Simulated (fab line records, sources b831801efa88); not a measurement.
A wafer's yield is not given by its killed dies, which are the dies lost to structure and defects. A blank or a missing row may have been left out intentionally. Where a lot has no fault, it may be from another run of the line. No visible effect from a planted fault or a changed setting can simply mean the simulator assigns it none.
One fault through the eyes of 2 desks | flow gf180mcu | each desk holds nothing but its own numbers, with what lay behind them at the end

METROLOGY DESK
What the gauges read, lot by lot, whatever tool the lot ran on: means of the sampled wafers that have a number. The brackets show how far a lot's mean lies from the usual mean; more than 4 standard deviations puts the lot out of limits, marked OUT.
Columns: A = cd nm at GF_HV_LDD_CD_MEAS_07, usual 399.6 nm; B = HV_LDD_RS at GF_HV_LDD_RS_MEAS_53, usual 419.1 ohm/sq; C = HV_LDD_CVD_54_THK at GF_HV_LDD_THK_MEAS_55, usual 9.91 nm
lot  | first seen here | A     | B                | C
L905 | day 10 03:17    | 401.9 | 418.1            | 10.04
L907 | day 10 10:26    | 399.1 | 418.8            | 9.86
L909 | day 11 04:29    | 401.9 | 419.9            | 10.01
L910 | day 11 13:26    | 399.7 | 419.6            | 9.69
L911 | day 12 01:35    | 400.4 | 419.0            | 10.02
L914 | day 12 19:54    | 398.5 | 418.9            | 10.02
L915 | day 13 02:48    | 395.8 | 419.7            | 9.96
L919 | day 14 02:54    | 400.8 | 419.8            | 9.91
L921 | day 14 15:59    | 402.4 | 418.6            | 9.87
L922 | day 14 23:53    | 395.2 | 411.8 (-7.6) OUT | 9.69
L924 | day 15 11:58    | 399.2 | 409.6 (-9.8) OUT | 10.04
L925 | day 15 19:27    | 400.8 | 418.4            | 9.90
L926 | day 16 03:22    | 396.2 | 419.5            | 9.84
This desk finds L922, L924 out of limits, with the earliest case on L922 at day 17 18:28 (HV_LDD_RS at GF_HV_LDD_RS_MEAS_53). Within limits: L905, L907, L909, L910, L911, L914, L915, L919, L921, L925, L926.

AT THE TOOL OWNER'S DESK: implanter-02
The tool's own readings at GF_HV_LDD_IMPLANT_35, given as means over the sampled wafers that have a number, one for each lot that went through this tool. The brackets show how far a lot's mean lies from the usual mean; more than 4 standard deviations puts the lot out of limits, marked OUT.
Columns: A = beam energy keV at GF_HV_LDD_IMPLANT_35, usual 60.000; B = beam on s at GF_HV_LDD_IMPLANT_35, usual 10.00 s; C = tilt deg at GF_HV_LDD_IMPLANT_35, usual 30.003 degrees
lot  | first seen here | A                        | B     | C
L905 | day 11 15:12    | 60.005                   | 9.90  | 29.977
L907 | day 11 22:42    | 59.978                   | 10.06 | 29.994
L909 | day 12 18:50    | 59.988                   | 10.08 | 30.018
L911 | day 13 16:48    | 59.993                   | 10.01 | 29.986
L915 | day 14 19:34    | 59.993                   | 9.91  | 30.009
L922 | day 16 19:25    | 52.494 (-99 or more) OUT | 10.06 | 30.022
L924 | day 17 08:47    | 52.485 (-99 or more) OUT | 10.11 | 30.013
Finding of this desk: L922, L924 out of limits; the first was L922 at day 16 19:25, on beam energy keV at GF_HV_LDD_IMPLANT_35. Within limits: L905, L907, L909, L911, L915.

PUT TOGETHER
An alarm could have come from the tool owner's desk at day 16 19:25, on L922, L924.
An alarm was possible from the metrology desk at day 17 18:28, on L922, L924.
GF_HV_LDD_IMPLANT_35 was run on implanter-02 by each of the lots named.

WHAT THE SIMULATOR HAD INSERTED
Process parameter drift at GF_HV_LDD_IMPLANT_35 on implanter-02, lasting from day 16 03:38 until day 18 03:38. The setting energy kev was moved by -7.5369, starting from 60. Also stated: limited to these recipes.
Lots struck among those shown: L922, L924.
Hours from the fault's start to each desk's first reading out of limits: the tool owner's desk, 16; the metrology desk, 39.
